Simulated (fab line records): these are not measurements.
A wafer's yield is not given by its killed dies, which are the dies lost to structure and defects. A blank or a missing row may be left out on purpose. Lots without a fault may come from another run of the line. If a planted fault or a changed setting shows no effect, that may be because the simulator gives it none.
A lot that was struck, set against a sound lot / flow sfq_line / 20 steps out of a route of 325
Sound: these wafers, L422.3, L422.5, L422.6. Struck: wafers L428.2, L428.3 (left out: L428.1, a lot-mate that was not struck); the cause follows at the end.
Order at every step that has rows: each side's tool, ch and its chambers, its first start. Under that, the readings that differ: sound wafers / struck wafers / difference of the means / sigmas: that difference in standard deviations of wafers without a fault.
alike: readings whose means differ by less than 2 such deviations, and words and numbers that are the same on both sides. not compared: withheld readings, readings that some wafer has no value for, bounds like >300 that may hide the same value, and numbers for which the record gives no deviation and whose values overlap.
The two part at a step that has a row with sigmas, a row that says differs or no value, or rows on one side only. Numbers that don't overlap but have no deviation are shown without sigmas and don't part them. Lack of a reading on every wafer of one side parts them only where that side has two or more wafers.

first, 3 steps without rows for these wafers: SFQ_TRILAYER_I6_VIA_LITHO_EXPOSE_170 (exposes mask I6, target cd 700 nm); SFQ_TRILAYER_I6_VIA_LITHO_PEB_172 (peb time 60 s); SFQ_TRILAYER_I6_VIA_LITHO_DEVELOP_171 (time 60 s).
SFQ_I6_OVL_MEAS_942:
  sound on overlay-01, day 79 17:45; struck on overlay-01, day 81 17:16
  alike: I6_OVL
SFQ_TRILAYER_I6_VIA_BARC_OPEN_VIA_ETCH_235: etches BARC in O2, target depth 125 nm, time 41.7 s.
  sound on rie_diel-03 ch 0,1, day 79 17:46; struck on rie_diel-01 ch 1,3, day 81 17:18
  alike: drypump_motor_current_A, oes_product_au
  not compared: rf_hours_counter_h
SFQ_TRILAYER_I6_VIA_ETCH_VIA_ETCH_172: etches SiO2 in CHF3, stops on Nb, target depth 260 nm.
  sound on rie_diel-03 ch 0,1, day 79 17:49; struck on rie_diel-01 ch 1,3, day 81 17:20
  alike: drypump_motor_current_A, oes_product_au
SFQ_TRILAYER_I6_VIA_STRIP_STRIP_173: strips in O2.
  sound on rie_metal-04 ch 0,1, day 79 18:08; struck on rie_metal-03 ch 0,1, day 81 17:27
  alike: drypump_motor_current_A, oes_product_au
  not compared: rf_hours_counter_h
then, 2 steps without rows for these wafers: SFQ_TRILAYER_I6_VIA_STRIP_SOLV_CLEAN_174 (cleans in NMP, time 600 s); SFQ_TRILAYER_M7_DEP_PRE_CLEAN_176 (time 22.5 s).
SFQ_TRILAYER_M7_DEP_SPUTTER_175: material Nb, target thk 200 nm, time 133.3 s.
  sound on pvd_sputter-06, day 79 18:45; struck on pvd_sputter-06, day 81 18:26
  alike: throttle_valve_pct
SFQ_M7_RS_MEAS_943: a four-point-probe measurement.
  sound on film_metro-03, day 79 18:53; struck on film_metro-04, day 81 18:31
  alike: M7_NB_RS
SFQ_TRILAYER_M7_LITHO_COAT_182: resist thk 62 nm.
  sound on litho_track-01 ch 0, day 79 19:07; struck on litho_track-01 ch 0, day 81 18:42
reading=model.BARC_of_TRILAYER_M7_LITHO_COAT_182.thk_nm (nm); sound=61.86 61.88 61.79; struck=66.06 66.15; difference=+4.26; sigmas=
  alike: exhaust_pa
then, 5 steps without rows for these wafers: SFQ_TRILAYER_M7_LITHO_COAT_177 (resist thk 600 nm); SFQ_TRILAYER_M7_LITHO_SOFTBAKE_181; SFQ_TRILAYER_M7_LITHO_EXPOSE_178 (exposes mask M7, target cd 500 nm); SFQ_TRILAYER_M7_LITHO_PEB_180 (peb time 60 s); SFQ_TRILAYER_M7_LITHO_DEVELOP_179 (time 60 s).
SFQ_M7_OVL_MEAS_945:
  sound on overlay-01, day 80 13:10; struck on overlay-02, day 81 21:23
  alike: M7_OVL
SFQ_TRILAYER_M7_BARC_OPEN_METAL_ETCH_229: etches BARC in O2, target depth 125 nm, time 41.7 s.
  sound on rie_metal-02 ch 0,1, day 80 13:13; struck on rie_metal-02 ch 0,1, day 81 21:26
reading=oes_product_au (a.u.); sound=0.683 0.676 0.685; struck=0.708 0.703; difference=+0.024; sigmas=+6
reading=model.etch.depth_nm (nm); sound=61.86 61.88 61.79; struck=66.06 66.15; difference=+4.26; sigmas=
  alike: drypump_motor_current_A
  not compared: rf_hours_counter_h
SFQ_TRILAYER_M7_ETCH_METAL_ETCH_180: etches Nb in Cl2/Ar, stops on SiO2, target depth 240 nm, time 120 s.
  sound on rie_metal-02 ch 0,1, day 80 13:18; struck on rie_metal-02 ch 0,1, day 81 21:29
  alike: drypump_motor_current_A, oes_product_au
  not compared: rf_hours_counter_h

## WHERE THEY PART
At SFQ_TRILAYER_M7_BARC_OPEN_METAL_ETCH_229 and nowhere else, as far as this record goes. Later steps at which nothing parts them and some readings are alike: SFQ_TRILAYER_M7_ETCH_METAL_ETCH_180.

WHY: what had been put in by the simulator
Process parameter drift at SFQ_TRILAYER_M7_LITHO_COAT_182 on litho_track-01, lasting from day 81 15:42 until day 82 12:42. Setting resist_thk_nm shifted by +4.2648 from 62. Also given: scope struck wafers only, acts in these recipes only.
